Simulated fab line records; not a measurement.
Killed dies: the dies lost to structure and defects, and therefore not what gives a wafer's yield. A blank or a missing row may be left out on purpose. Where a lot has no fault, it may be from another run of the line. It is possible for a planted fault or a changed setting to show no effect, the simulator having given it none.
Split-lot study	flow sfq_line	5 lots, 23 wafers read, on a route of 325 steps

== THE SPLIT ITSELF ==
At SFQ_TRILAYER_C5_LITHO_COAT_156 (resist thk 62 nm), the setting resist_thk_nm was moved away from the recipe's 62 nm on 10 of the 23 wafers read, by -4.9% to +4.9%. All remaining wafers had this setting at the recipe value.

== FROM THE SPLIT TO THE READING: what the file shows between them, 3 steps ==
- SFQ_TRILAYER_C5_LITHO_COAT_151: resist thk 662.3 nm
- SFQ_TRILAYER_C5_LITHO_SOFTBAKE_155
- SFQ_TRILAYER_C5_LITHO_DEVELOP_153: time 60 s

== THE READING ==
oes_product_au, in a.u., at SFQ_TRILAYER_C5_BARC_OPEN_VIA_ETCH_210 (etches BARC in O2, target depth 125 nm, time 41.7 s). Fault-free wafers of this fab line usually give 0.685 a.u., standard deviation 0.0047 a.u.

wafer	tool, chamber at the split	resist_thk_nm as run, nm	against the recipe	oes_product_au, a.u.	against lot-mates on the recipe
L075.1	litho_track-04, 0	63.67	+2.7%	0.702	+0.019
L075.2	litho_track-04, 0	63.67	+2.7%	0.696	+0.013
L075.3	litho_track-04, 0	62	recipe	0.688	-
L075.4	litho_track-04, 0	62	recipe	0.678	-
L075.5	litho_track-04, 0	63.67	+2.7%	0.695	+0.012
L076.1	litho_track-04, 0	60.09	-3.1%	0.670	-0.011
L076.2	litho_track-04, 0	60.09	-3.1%	0.678	-0.003
L076.4	litho_track-04, 0	62	recipe	0.682	-
L076.5	litho_track-04, 0	60.09	-3.1%	0.675	-0.006
L076.6	litho_track-04, 0	62	recipe	0.680	-
L077.1	litho_track-03, 0	58.98	-4.9%	0.669	-0.019
L077.2	litho_track-03, 0	62	recipe	0.688	-
L077.3	litho_track-03, 0	58.98	-4.9%	0.675	-0.013
L077.4	litho_track-03, 0	62	recipe	0.684	-
L077.5	litho_track-03, 0	62	recipe	0.691	-
L082.2	litho_track-02, 0	62	recipe	0.683	-
L082.3	litho_track-02, 0	65.05	+4.9%	0.701	+0.020
L082.4	litho_track-02, 0	65.05	+4.9%	0.706	+0.025
L082.5	litho_track-02, 0	62	recipe	0.672	-
L082.6	litho_track-02, 0	62	recipe	0.688	-
L083.2	litho_track-03, 0	62	recipe	0.689	-
L083.3	litho_track-03, 0	62	recipe	0.689	-
L083.6	litho_track-03, 0	62	recipe	0.691	-

FIT RESULTS
A straight line over all 23 wafers: oes_product_au changes by +0.00349 a.u. for each +1% of resist_thk_nm; r = +0.88; the points scatter about the line by 0.005 a.u.
The same after taking each lot's own level away (the mean of its wafers on the recipe; 23 wafers): +0.00381 a.u. for each +1%; r = +0.92; scatter 0.0044 a.u.
Per that fit: largest resist_thk_nm move, reading shift of 0.019 a.u.
Measured against the standard deviation above, the lots' own levels, which go from 0.6810 to 0.6897 a.u., span 1.8 times it.
The two slopes are in agreement: the lot-to-lot level therefore moves the slope only a little.
Check: for one of the wafers moved furthest among these (+4.9%), held out of the fit, the line's prediction against its lot-mates is +0.0207 a.u. It came out at +0.02 a.u. against them.

== THE OTHER SPLITS THESE WAFERS WENT THROUGH ==
These wafers also went through other splits before the reading. Each is held against what the fit with the lots' levels taken away leaves over:
other split on the same wafers	wafers away from the commonest value	r with oes_product_au (lot level and that fit taken away)
SFQ_TRILAYER_JJ_CE_BARC_OPEN_RIE_150 bias_w	7	-0.07
SFQ_TRILAYER_M5_LITHO_COAT_128 resist_thk_nm	9	-0.02
SFQ_TRILAYER_R5_LITHO_COAT_136 resist_thk_nm	9	-0.32
SFQ_TRILAYER_I5_LITHO_COAT_144 spin_rpm	9	+0.07
SFQ_TRILAYER_I5_ETCH_VIA_ETCH_147 source_w	6	+0.19

== THE WHOLE CHAIN: every reading that the file lists as answering this split, in the file's order ==
step	what it does	reading	change (the file's fit)	r (the file's)
SFQ_TRILAYER_C5_LITHO_COAT_156	resist thk 62 nm	BARC_of_TRILAYER_C5_LITHO_COAT_156.thk_nm (the simulator's own value, which no gauge read)	+0.622 nm for each +1% of the setting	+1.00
SFQ_TRILAYER_C5_BARC_OPEN_VIA_ETCH_210	etches BARC in O2, target depth 125 nm, time 41.7 s	oes_product_au	+0.00386 a.u. for each +1% of the setting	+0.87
SFQ_TRILAYER_C5_BARC_OPEN_VIA_ETCH_210	etches BARC in O2, target depth 125 nm, time 41.7 s	etch.depth_nm (the simulator's own value, which no gauge read)	+0.595 nm for each +1% of the setting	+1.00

== THE FILE'S OWN FIT ==
oes_product_au changes by +0.00386 a.u. for each +1% of resist_thk_nm, r = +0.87.
